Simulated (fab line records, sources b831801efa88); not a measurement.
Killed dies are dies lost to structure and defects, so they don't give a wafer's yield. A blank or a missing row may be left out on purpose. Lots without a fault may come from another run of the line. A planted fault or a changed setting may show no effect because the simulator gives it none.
fab line records | flow gf180mcu
record lots=7 wafers=21 last_day=34
route steps=602 shown V2@398 M3@409
lots that met no fault: from a run of the same line without faults
start_h: hours from the record's first day to the start of the lot's first wafer shown | wait_h: hours since the lot's step before | " the same as in the row above | L1.1+2: a row that stands for several wafers | - no value, or no start given | * or withheld: withheld | < > ~ a bound
route shown NAME@n: a module of which the file shows steps, and the number in the route of the first | usual: mean/standard deviation of fault-free wafers | same: alike in all rows | chamber/n: place in a boat | sites: the reading at each site | _std_site: their standard deviation | _edge_site: outer sites' mean less inner sites' | radius_mm: how far each site lies from the wafer's centre | mask NAME#n: copy n | behind: the tool/chamber that last shaped the wafer | hold: why the lot was held/for how many hours/how that ended | device: the transistor (n, p or np) that didn't switch | end of line: the same wafers' tests at the end of the route | a step without rows: its recipe alone | killed: dies lost to structure and defects at the first sort, not the wafer's yield | map: a wafer's dies, x killed, . not, _ none there
set.NAME: the setting as run; set.NAME@STEP: as run at that earlier step | model.NAME: the simulator's own value behind a step, which no gauge read
lots at some steps of the route; a table a step, a row a wafer
services: from which hour (start_h, from the record's first day; less than 0 if before it) a tool's chamber was out of use, for how many hours, and why
## steps
# step GF_V2_ETCH_16
# recipe chemistry=N2/H2 target_depth_a=withheld overetch_a=withheld time_s=withheld target=BARC ion_energy_ev=200 source_w=500 bias_w=100 pressure_mtorr=30 n2_flow_sccm=100 h2_flow_sccm=200
# step GF_V2_ETCH_17
# recipe chemistry=C4F8/O2/Ar mask_material=KrF target=SiO2 stop_on=TiN source_w=1500 bias_w=1200 pressure_mtorr=40 c4f8_flow_sccm=withheld O2_flow_sccm=6 Ar_flow_sccm=300 time_s=withheld target_depth_a=6300
# step GF_V2_STRIP_18
# recipe chemistry=O2/N2 power_w=1400 pressure_mtorr=1500 platen_temp_c=250 o2_flow_sccm=3000 n2_flow_sccm=300 overash_fraction=0.5
# step GF_V2_STRIP_19
# recipe chemistry=post_etch_residue_remover time_s=1200 temp_c=72.5
# step GF_V2_CLEAN_20
# recipe chemistry=DIW dry=n2_spin
# step GF_V2_SPUTTER_21
# recipe material=Ti target_thk_nm=15 chamber_pressure_pa=5 power_w=2500 substrate_temp_c=200 time_s=80.02
# usual cathode_dc_power_W=2500.0/0.42 chamber_pressure_pa=5.001/0.0097 throttle_valve_pct=30.1/1
# columns lot.wafer tool chamber start_h wait_h cathode_dc_power_W chamber_pressure_pa throttle_valve_pct
L125.1 pvd_sputter-02 - 479.28 0.0 2499.5 4.988 30.7
L125.3 " - " " 2500.1 5.007 29.6
L125.5 " - " " 2499.8 5.012 31.3
L126.1 pvd_sputter-02 - 492.19 0.0 2499.9 4.993 29.2
L126.4 " - " " 2499.7 5.000 31.2
L126.5 " - " " 2499.7 4.990 31.3
L141.1 pvd_sputter-04 - 607.83 0.0 2500.5 4.981 27.7
L141.2 " - " " 2500.1 4.999 28.7
L141.3 " - " " 2499.3 5.007 30.5
L142.2 pvd_sputter-04 - 612.19 0.0 2499.9 4.998 27.9
L142.5 " - " " 2500.0 5.016 28.7
L142.6 " - " " 2500.8 5.003 30.5
L143.2 pvd_sputter-04 - 623.16 0.0 2500.6 4.995 29.1
L143.4 " - " " 2500.1 5.014 30.6
L143.6 " - " " 2499.7 4.995 27.9
L146.3 pvd_sputter-01 - 638.74 0.0 2499.7 4.998 30.2
L146.4 " - " " 2500.8 5.015 29.5
L146.6 " - " " 2500.0 5.007 30.1
L147.1 pvd_sputter-04 - 646.54 0.0 2500.0 5.001 28.7
L147.4 " - " " 2499.7 4.988 27.9
L147.6 " - " " 2500.3 5.001 30.7
# step GF_V2_SPUTTER_22
# recipe material=TiN target_thk_nm=10 chamber_pressure_pa=5 power_w=4000 time_s=40
# usual cathode_dc_power_W=4000.0/0.71 chamber_pressure_pa=4.999/0.011 throttle_valve_pct=30.1/1
# columns lot.wafer tool chamber start_h wait_h cathode_dc_power_W chamber_pressure_pa throttle_valve_pct
L125.1 pvd_sputter-02 - 479.34 0.0 4001.0 5.000 30.9
L125.3 " - " " 4000.1 5.010 29.6
L125.5 " - " " 3999.5 5.004 31.1
L126.1 pvd_sputter-02 - 492.26 0.0 4000.6 4.998 29.5
L126.4 " - " " 4001.3 5.007 31.4
L126.5 " - " " 4000.1 4.995 31.3
L141.1 pvd_sputter-04 - 607.89 0.0 4001.0 5.003 27.7
L141.2 " - " " 4000.4 5.010 28.8
L141.3 " - " " 3999.7 4.996 30.8
L142.2 pvd_sputter-04 - 612.25 0.0 3999.7 5.016 28.0
L142.5 " - " " 4000.5 4.992 28.9
L142.6 " - " " 3998.9 4.986 30.0
L143.2 pvd_sputter-04 - 623.22 0.0 4000.2 5.022 29.2
L143.4 " - " " 4000.8 4.987 30.8
L143.6 " - " " 4000.4 4.981 28.0
L146.3 pvd_sputter-01 - 638.80 0.0 4000.8 5.000 30.1
L146.4 " - " " 4000.2 5.008 29.8
L146.6 " - " " 3999.2 4.983 30.2
L147.1 pvd_sputter-04 - 646.60 0.0 3999.1 5.003 28.7
L147.4 " - " " 4001.2 5.001 27.9
L147.6 " - " " 4000.3 5.004 30.8
# step GF_V2_CVD_23
# recipe material=W target_thk_nm=350 time_s=104.94 temp_c=400 pressure_torr=40
# step GF_V2_RS_MEAS_24
# recipe thk_meas_gauge=four-point-probe reads=W_of_V2_CVD_23+TiN_of_V2_SPUTTER_22+Ti_of_V2_SPUTTER_21
# usual V2_W_RS=0.328/0.0056
# columns lot.wafer tool chamber start_h wait_h V2_W_RS[ohm/sq]
L125.1 film_metro-02 - 479.49 0.1 0.320
L125.3 " - " " 0.327
L125.5 " - " " 0.320
L126.1 film_metro-03 - 492.41 0.1 0.336
L126.4 " - " " 0.336
L126.5 " - " " 0.331
L141.1 film_metro-03 - 608.04 0.1 0.329
L141.2 " - " " 0.330
L141.3 " - " " 0.329
L142.2 film_metro-03 - 612.43 0.1 0.340
L142.5 " - " " 0.337
L142.6 " - " " 0.333
L143.2 film_metro-02 - 623.39 0.1 0.333
L143.4 " - " " 0.331
L143.6 " - " " 0.329
L146.3 film_metro-03 - 639.00 0.1 0.335
L146.4 " - " " 0.321
L146.6 " - " " 0.322
L147.1 film_metro-01 - 646.76 0.1 0.329
L147.4 " - " " 0.330
L147.6 " - " " 0.320
# step GF_V2_THK_MEAS_25
# recipe thk_meas_gauge=xrf reads=W_of_V2_CVD_23
# usual V2_W_THK=359/6.3
# columns lot.wafer tool chamber start_h wait_h V2_W_THK[nm]
L125.1 film_metro-02 - 479.61 0.1 366
L125.3 " - " " 355
L125.5 " - " " 364
L126.1 film_metro-03 - 492.53 0.1 348
L126.4 " - " " 350
L126.5 " - " " 354
L141.1 film_metro-03 - 608.16 0.1 359
L141.2 " - " " 357
L141.3 " - " " 358
L142.2 film_metro-03 - 612.54 0.1 348
L142.5 " - " " 353
L142.6 " - " " 357
L143.2 film_metro-02 - 623.50 0.1 355
L143.4 " - " " 355
L143.6 " - " " 359
L146.3 film_metro-03 - 639.10 0.1 355
L146.4 " - " " 370
L146.6 " - " " 367
L147.1 film_metro-01 - 646.88 0.1 355
L147.4 " - " " 354
L147.6 " - " " 365
# step GF_V2_CMP_26
# recipe stop_on=SiO2 down_force_psi=3.5 platen_rpm=60 t_overpolish_s=15 target_thk_nm=0 pad_velocity_m_s=0.94248
# usual edge_zone_pressure_frac=1.000/0.0046 motor_current_A=11.0/0.97 overpolish_run_s=15.001/0.0085 retaining_ring_pressure_frac=1.000/0.0047 time_to_endpoint_s=88/4.4
# columns lot.wafer tool chamber start_h wait_h edge_zone_pressure_frac motor_current_A overpolish_run_s retaining_ring_pressure_frac time_to_endpoint_s
L125.1 cmp-02 3 479.77 0.1 0.998 11.3 14.993 0.997 94
L125.3 " 0 " " 0.999 10.0 14.987 1.005 94
L125.5 " 1 " " 1.001 11.9 15.006 0.989 88
L126.4 cmp-01 2 492.59 0.0 1.002 9.3 15.001 1.002 81
L126.1 " 1 " " 0.997 9.7 15.021 1.007 82
L126.5 " 2 " " 1.002 9.9 15.009 1.004 85
L141.1 cmp-01 3 608.22 0.1 0.993 11.7 14.994 0.999 89
L141.3 " 0 " " 1.001 12.7 15.008 1.002 83
L141.2 " 1 " " 1.006 9.7 15.002 1.010 88
L142.2 cmp-02 3 612.59 0.0 0.997 10.9 15.002 1.001 84
L142.5 " 3 " " 0.998 11.3 15.009 1.001 84
L142.6 " 0 " " 1.006 9.8 14.980 0.990 88
L143.4 cmp-01 1 623.60 0.1 1.000 9.8 14.991 0.999 83
L143.2 " 3 " " 0.999 11.9 15.008 1.001 89
L143.6 " 1 " " 0.999 9.4 14.999 1.000 87
L146.4 cmp-02 2 639.24 0.1 1.004 11.9 15.008 1.001 88
L146.3 " 3 " " 0.998 10.8 14.988 0.995 84
L146.6 " 0 " " 0.998 9.7 14.996 0.996 91
L147.4 cmp-01 0 646.99 0.1 1.005 12.4 15.007 0.995 85
L147.1 " 1 " " 0.993 9.6 15.015 1.005 91
L147.6 " 3 " " 1.003 11.8 15.017 0.996 99
# step GF_M3_SPUTTER_00
# recipe material=Ti target_thk_nm=37.5 arriving_ion_energy_ev=80 substrate_temp_c=200 chamber_pressure_pa=2 power_w=4000 time_s=150
# step GF_M3_SPUTTER_01
# recipe material=TiN target_thk_nm=30 power_w=6500 time_s=25 chamber_pressure_pa=0.4
# usual cathode_dc_power_W=6500.0/1.1 chamber_pressure_pa=0.4000/0.00073 throttle_valve_pct=30.2/1
# columns lot.wafer tool chamber start_h wait_h cathode_dc_power_W chamber_pressure_pa throttle_valve_pct
L125.1 pvd_sputter-04 - 480.07 0.1 6501.3 0.4000 30.6
L125.3 " - " " 6502.0 0.3982 28.0
L125.5 " - " " 6501.3 0.3990 29.0
L126.1 pvd_sputter-04 - 492.99 0.1 6499.4 0.3987 28.9
L126.4 " - " " 6501.5 0.3983 30.2
L126.5 " - " " 6499.4 0.3985 30.2
L141.1 pvd_sputter-02 - 608.62 0.1 - - -
L141.2 " - " " - - -
L141.3 " - " " - - -
L142.2 pvd_sputter-04 - 612.99 0.1 - - -
L142.5 " - " " - - -
L142.6 " - " " - - -
L143.2 pvd_sputter-02 - 623.95 0.1 - - -
L143.4 " - " " - - -
L143.6 " - " " - - -
L146.3 pvd_sputter-03 - 639.54 0.1 6498.4 0.3999 30.6
L146.4 " - " " 6501.0 0.4000 29.4
L146.6 " - " " 6498.7 0.3993 30.5
L147.1 pvd_sputter-02 - 647.34 0.1 6499.0 0.3988 29.6
L147.4 " - " " 6500.4 0.4001 31.8
L147.6 " - " " 6500.9 0.4001 30.8
# step GF_M3_SPUTTER_02
# recipe material=AlCu target_thk_nm=450 power_w=10600 time_s=23.9 chamber_pressure_pa=0.4
# usual cathode_dc_power_W=10600/1.7 chamber_pressure_pa=0.3999/0.00078 throttle_valve_pct=30.2/1
# columns lot.wafer tool chamber start_h wait_h cathode_dc_power_W chamber_pressure_pa throttle_valve_pct
L125.1 pvd_sputter-04 - 480.10 0.0 10602 0.4007 30.2
L125.3 " - " " 10601 0.3994 27.7
L125.5 " - " " 10599 0.4005 28.8
L126.1 pvd_sputter-04 - 493.02 0.0 10597 0.4013 28.9
L126.4 " - " " 10597 0.3989 30.1
L126.5 " - " " 10598 0.3998 29.9
L141.1 pvd_sputter-02 - 608.65 0.0 10602 0.3991 29.9
L141.2 " - " " 10602 0.3999 31.4
L141.3 " - " " 10600 0.4008 30.9
L142.2 pvd_sputter-04 - 613.02 0.0 10599 0.4000 30.4
L142.5 " - " " 10601 0.3998 28.2
L142.6 " - " " 10596 0.3993 30.6
L143.2 pvd_sputter-02 - 623.98 0.0 10602 0.3990 30.7
L143.4 " - " " 10600 0.3992 31.2
L143.6 " - " " 10601 0.4012 31.1
L146.3 pvd_sputter-03 - 639.57 0.0 10602 0.4004 30.6
L146.4 " - " " 10600 0.3994 29.5
L146.6 " - " " 10600 0.3991 30.5
L147.1 pvd_sputter-02 - 647.37 0.0 10599 0.4004 29.4
L147.4 " - " " 10602 0.4000 31.4
L147.6 " - " " 10600 0.3994 30.6
# step GF_M3_SPUTTER_03
# recipe material=Ti target_thk_nm=10 substrate_temp_c=300 chamber_pressure_pa=0.3 power_w=3000 time_s=6.7
# step GF_M3_SPUTTER_04
# recipe material=TiN target_thk_nm=50 power_w=6500 time_s=43.44 chamber_pressure_pa=0.4
# usual cathode_dc_power_W=6500.0/1.2 chamber_pressure_pa=0.4000/0.00081 throttle_valve_pct=30.2/0.99
# columns lot.wafer tool chamber start_h wait_h cathode_dc_power_W chamber_pressure_pa throttle_valve_pct
L125.1 pvd_sputter-04 - 480.15 0.0 6500.2 0.4002 30.4
L125.3 " - " " 6499.6 0.3997 28.0
L125.5 " - " " 6499.1 0.3993 28.7
L126.1 pvd_sputter-04 - 493.07 0.0 6499.8 0.4008 29.0
L126.4 " - " " 6502.2 0.4004 30.3
L126.5 " - " " 6501.5 0.3998 30.4
L141.1 pvd_sputter-02 - 608.70 0.0 6499.3 0.4004 29.4
L141.2 " - " " 6500.3 0.4005 31.3
L141.3 " - " " 6499.7 0.3999 31.1
L142.2 pvd_sputter-04 - 613.07 0.0 6499.6 0.4020 30.0
L142.5 " - " " 6500.6 0.3998 28.0
L142.6 " - " " 6499.8 0.3996 30.9
L143.2 pvd_sputter-02 - 624.03 0.0 6500.1 0.4003 30.8
L143.4 " - " " 6500.6 0.3987 31.5
L143.6 " - " " 6498.3 0.4008 31.3
L146.3 pvd_sputter-03 - 639.62 0.0 6499.5 0.4004 30.5
L146.4 " - " " 6502.1 0.4002 29.6
L146.6 " - " " 6500.6 0.3997 30.5
L147.1 pvd_sputter-02 - 647.42 0.0 6500.3 0.3993 29.4
L147.4 " - " " 6501.8 0.3991 31.0
L147.6 " - " " 6497.6 0.3996 30.6
# step GF_M3_DEHYDRATE_07
# recipe temp_c=200 time_s=60
# step GF_M3_HMDS_08
# recipe prime_time_s=60 prime_temp_c=120
# step GF_M3_COAT_09
# recipe resist=KrF spin_rpm=withheld resist_thk_nm=1000
# step GF_M3_SOFTBAKE_10
# recipe temp_c=130 time_s=60 resist=KrF
# step GF_M3_EXPOSE_11
# recipe mask_id=Metal3 target_cd_nm=280 na=0.68 source_shape=conventional sigma_outer=0.6 dose_mj=28
# step GF_M3_PEB_12
# recipe peb_temp_c=135 peb_time_s=90 resist=KrF
# step GF_M3_DEVELOP_13
# recipe develop_time_s=60 dev_temp_c=21
# step GF_M3_CD_MEAS_14
# recipe target_cd_nm=280
# usual cd_nm=279.7/1.3
# columns lot.wafer tool chamber start_h wait_h cd_nm
L125.1 cd_sem-01 - 503.77 0.1 282.1
L125.3 " - " " 280.0
L125.5 " - " " 280.0
L126.1 cd_sem-02 - 516.65 0.1 279.2
L126.4 " - " " 278.2
L126.5 " - " " 278.1
L141.1 cd_sem-01 - 629.26 0.1 279.2
L141.2 " - " " 278.8
L141.3 " - " " 280.2
L142.2 cd_sem-02 - 633.67 0.1 278.7
L142.5 " - " " 278.6
L142.6 " - " " 278.5
L143.2 cd_sem-02 - 644.24 0.1 276.5
L143.4 " - " " 276.1
L143.6 " - " " 277.4
L146.3 cd_sem-02 - 658.81 0.1 278.5
L146.4 " - " " 277.6
L146.6 " - " " 278.2
L147.1 cd_sem-02 - 667.07 0.1 278.9
L147.4 " - " " 280.1
L147.6 " - " " 279.7
# step GF_M3_OVL_MEAS_15
# usual M3_OVL=1/5.2
# columns lot.wafer tool chamber start_h wait_h M3_OVL[nm]
L125.1 overlay-01 - 503.89 0.1 -1
L125.3 " - " " 2
L125.5 " - " " -7
L126.1 overlay-01 - 516.77 0.1 10
L126.4 " - " " 14
L126.5 " - " " 2
L141.1 overlay-01 - 629.38 0.1 1
L141.2 " - " " 0
L141.3 " - " " -4
L142.2 overlay-02 - 633.78 0.1 2
L142.5 " - " " 0
L142.6 " - " " -3
L143.2 overlay-01 - 644.34 0.1 7
L143.4 " - " " 6
L143.6 " - " " 2
L146.3 overlay-01 - 658.90 0.1 -1
L146.4 " - " " 3
L146.6 " - " " -3
L147.1 overlay-02 - 667.19 0.1 3
L147.4 " - " " 5
L147.6 " - " " 8
# step GF_M3_METAL_ETCH_16
# recipe chemistry=Cl2/BCl3 mask_material=KrF target_depth_nm=627.5 stop_on=SiO2 pressure_mtorr=8 icp_w=800 bias_w=140 Cl2_flow_sccm=80 bcl3_flow_sccm=40 time_s=104.6
# usual bias_w=140.1/0.41 drypump_motor_current_A=5.7/0.53 mfc_cl2_sccm=80.01/0.24 oes_product_au=0.972/0.0078 throttle_valve_pct=28.251/0.011
# columns lot.wafer tool chamber start_h wait_h bias_w drypump_motor_current_A mfc_cl2_sccm oes_product_au rf_hours_counter_h throttle_valve_pct
L125.1 rie_metal-04 0 503.92 0.0 140.3 6.5 79.72 0.973 7 28.263
L125.3 " 0 " " 140.0 6.6 79.63 0.973 - 28.268
L125.5 " 0 " " 140.2 6.6 79.80 0.963 - 28.260
L126.1 rie_metal-01 0 516.81 0.0 140.5 6.0 79.68 0.975 2 28.257
L126.4 " 1 " " 140.4 5.3 79.92 0.975 - 28.268
L126.5 " 1 " " 140.1 5.3 79.87 0.979 - 28.238
L141.1 rie_metal-04 1 629.42 0.0 141.0 5.6 80.45 0.956 3 28.282
L141.2 " 0 " " 139.9 6.6 80.06 0.952 11 28.267
L141.3 " 1 " " 140.4 5.7 80.29 0.946 - 28.299
L142.2 rie_metal-01 1 633.81 0.0 140.1 5.3 79.94 0.944 1 28.272
L142.5 " 1 " " 139.4 5.3 79.73 0.944 - 28.288
L142.6 " 0 " " 139.6 6.0 79.91 0.955 - 28.284
L143.2 rie_metal-04 1 644.37 0.0 140.1 5.6 80.03 0.947 3 28.277
L143.4 " 0 " " 140.3 6.5 80.26 0.943 - 28.286
L143.6 " 1 " " 140.4 5.6 79.90 0.922 - 28.298
L146.3 rie_metal-01 1 658.96 0.1 139.8 5.3 79.98 0.971 - 28.252
L146.4 " 0 " " 139.7 5.9 79.84 0.960 - 28.266
L146.6 " 1 " " 139.7 5.3 79.76 0.959 - 28.256
L147.1 rie_metal-01 1 667.22 0.0 140.3 5.3 79.64 0.964 2 28.251
L147.4 " 1 " " 140.3 5.3 80.01 0.967 - 28.275
L147.6 " 0 " " 140.0 5.9 79.93 0.959 - 28.260
# step GF_M3_STRIP_17
# recipe chemistry=O2/N2 power_w=1400 pressure_mtorr=1500 platen_temp_c=250 o2_flow_sccm=3000 n2_flow_sccm=300 overash_fraction=0.5
## services
# columns tool chamber start_h hours kind
cmp-01 - 462.85 4.0 repair
rie_metal-04 - 466.11 1.4 pm
pvd_sputter-04 - 467.76 6.6 repair
pvd_sputter-03 - 477.96 1.2 repair
pvd_sputter-01 - 510.13 2.7 repair
pvd_sputter-02 - 525.27 2.6 repair
pvd_sputter-02 - 528.16 1.8 repair
cmp-02 - 529.69 1.1 repair
cmp-02 - 531.84 7.0 pm
pvd_sputter-03 - 544.95 1.1 repair
pvd_sputter-04 2 565.13 - consumable_replace:kit
pvd_sputter-04 2 565.13 18.0 scheduled_down
pvd_sputter-04 2 565.13 18.0 vent_cycle
cmp-01 - 572.00 4.0 pm
rie_metal-04 1 574.91 13.4 repair
rie_metal-01 - 580.50 0.3 repair
rie_metal-04 - 583.80 2.8 pm
cmp-01 - 588.73 1.0 repair
cmp-01 - 592.49 0.5 repair
rie_metal-04 - 597.34 0.3 repair
rie_metal-01 - 625.71 2.6 repair
pvd_sputter-03 - 646.24 2.2 repair
cmp-02 - 649.48 5.6 pm
cmp-01 - 656.06 4.4 pm
## key
first_sign step=GF_M3_SPUTTER_01 reading=tool_record direction=missing
effect step=GF_M3_METAL_ETCH_16 reading=oes_product_au direction=down sigmas=3.4 usual=0.972 struck=0.945
met_at GF_M3_SPUTTER_01
struck_wafers L141.1,L141.2,L141.3,L142.2,L142.5,L142.6,L143.2,L143.4,L143.6
later_rows_left_out L141.1,L141.2,L141.3,L142.2,L142.5,L142.6,L143.2,L143.4,L143.6
sort_left_out L141.1,L141.2,L141.3,L142.2,L142.5,L142.6,L143.2,L143.4,L143.6
onset_between 492.99 608.62
fault kind=skipped_step_whole tool=pvd_sputter-02,pvd_sputter-04 chamber=- onset_h=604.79 steps=GF_M3_SPUTTER_01 scope=struck_lots_only
# sort_left_out: the simulated sort isn't trusted on such a fault, so these wafers' sort isn't shown, and their yield isn't known
# later_rows_left_out: the simulator's readings of these wafers behind a module that went badly wrong aren't trusted and aren't shown, but for the sort
